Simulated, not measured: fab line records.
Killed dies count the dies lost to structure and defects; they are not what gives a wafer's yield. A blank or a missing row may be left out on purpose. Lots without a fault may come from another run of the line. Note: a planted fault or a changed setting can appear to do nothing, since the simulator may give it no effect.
A lot that was struck, set against a sound lot	flow sky130	15 out of 708 route steps
Sound: the wafers L169.1, L169.2, L169.5. The struck wafers were L173.1, L173.3, L173.4. The cause comes at the end.
For every step that has rows: the tool of each side, followed by ch and its chambers, followed by its first start. Under that, the readings that differ: sound wafers	struck wafers	difference of the means	sigmas: that difference in standard deviations of wafers without a fault.
alike: words and numbers the same on both sides, and readings whose means are apart by under 2 such deviations; not compared: readings that were withheld, readings missing a value for some wafer, numbers with overlapping values and no deviation given by the record, and bounds like >300 which may hide the same value.
A row with sigmas, a row that says differs or no value, or rows on one side alone: a step with any of these is where the two part. When numbers do not overlap yet have no deviation, they are printed without sigmas and do not part them. Lack of a reading on every wafer of one side parts them only where that side has two or more wafers.

first, 3 steps without rows for these wafers: SKY_GATE_OXIDE_CLEAN_15 (cleans in SC1/SC2, time 150 s); SKY_GATE_OXIDE_OXIDATION_16 (stabilise 600 s, purge 300 s, target thk 3.57 nm); SKY_POLY_GATE_CVD_00 (deposits poly-Si, target thk 180 nm, time 720 s).
SKY_POLY_GATE_THK_MEAS_01:
  sound on film_metro-03, day 14 10:49; struck on film_metro-04, day 15 00:42
  alike: POLY_GATE_CVD_00_THK
then, 8 steps without rows for these wafers: SKY_RES_PROTECT_DEHYDRATE_00 (time 60 s); SKY_RES_PROTECT_HMDS_01 (prime time 60 s); SKY_RES_PROTECT_COAT_02 (resist thk 1140 nm); SKY_RES_PROTECT_SOFTBAKE_03 (time 60 s); SKY_RES_PROTECT_EXPOSE_04 (exposes mask RPM, target cd 1270 nm); SKY_RES_PROTECT_PEB_05; SKY_RES_PROTECT_DEVELOP_06 (develop time 60 s); SKY_POLY_GATE_IMPLANT_02.
SKY_RES_PROTECT_STRIP_07: strips in O2/N2.
  sound on plasma_asher-04 ch 0,1, day 15 12:56; struck on plasma_asher-04 ch 0,1, day 16 03:29
reading	sound	struck	difference	sigmas
oes_product_au (a.u.)	0.510 0.519 0.514	0.625 0.619 0.622	+0.108	+25
strip_time_to_endpoint_s (s)	23.26 23.33 23.33	- - -	no value on the struck wafers	
  alike: drypump_motor_current_A, o2_flow_sccm
  not compared: rf_hours_counter_h
SKY_RES_PROTECT_TW_MEAS_08:
  sound on film_metro-03, day 15 13:02; struck on film_metro-02, day 16 03:35
  alike: POLY_GATE_TW
SKY_PAD_OPEN_PROBE_99:
  the record holds rows for the sound wafers here (prober-01, day 45 20:42) but none for the struck ones

## WHERE THEY PART
First at SKY_RES_PROTECT_STRIP_07; last, within this record, at SKY_PAD_OPEN_PROBE_99.

WHY: the cause the simulator had injected
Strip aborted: plasma_asher-04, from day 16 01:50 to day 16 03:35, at SKY_RES_PROTECT_STRIP_07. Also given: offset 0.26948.
